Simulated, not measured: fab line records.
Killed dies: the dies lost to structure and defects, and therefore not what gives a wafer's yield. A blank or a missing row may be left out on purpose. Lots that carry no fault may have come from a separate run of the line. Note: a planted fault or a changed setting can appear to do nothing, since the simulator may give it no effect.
One fault through the eyes of 2 desks | flow sfqLine | every desk sees just its own numbers, and what lay behind them comes last

== THE METROLOGY DESK ==
What the gauges read for every lot (on any tool): the sampled wafers with a number, averaged. Any lot whose mean is over 4 standard deviations away from the usual mean is out of limits and marked OUT; that distance is given in the brackets.
Columns: A = R5_OVL at SFQ_R5_OVL_MEAS_935, usual 2 nm; B = I5_OVL at SFQ_I5_OVL_MEAS_936, usual 1 nm
lot  | first seen here | A  | B
L199 | day 63 05:34    | -1 | 5
L204 | day 64 22:23    | 1  | -
L205 | day 64 23:34    | 1  | -
L206 | day 65 06:52    | -6 | 3
L214 | day 67 20:58    | 2  | -2
L218 | day 75 15:17    | 4  | -1
This desk's finding: nothing out of limits on any of the 6 lots.

== AT THE TOOL OWNER'S DESK: lithoTrack-04 ==
At SFQ_TRILAYER_I5_LITHO_DEVELOP_146 (time 60 s), the tool's own readings, given per lot that ran on this tool as the mean of the sampled wafers with a number. Any lot whose mean is over 4 standard deviations away from the usual mean is out of limits and marked OUT; that distance is given in the brackets.
Columns: A = chillPlateTempC at SFQ_TRILAYER_I5_LITHO_DEVELOP_146, usual 23.00 C; B = exhaustPa at SFQ_TRILAYER_I5_LITHO_DEVELOP_146, usual 45.2 Pa
lot  | first seen here | A     | B
L199 | day 68 00:43    | 23.02 | 45.2
This desk's finding: nothing out of limits on the one lot.

== ALL TOGETHER ==
Nothing out of limits was seen by the metrology desk.
The desk of the tool owner found nothing out of limits.

== WHAT WAS PUT IN BY THE SIMULATOR ==
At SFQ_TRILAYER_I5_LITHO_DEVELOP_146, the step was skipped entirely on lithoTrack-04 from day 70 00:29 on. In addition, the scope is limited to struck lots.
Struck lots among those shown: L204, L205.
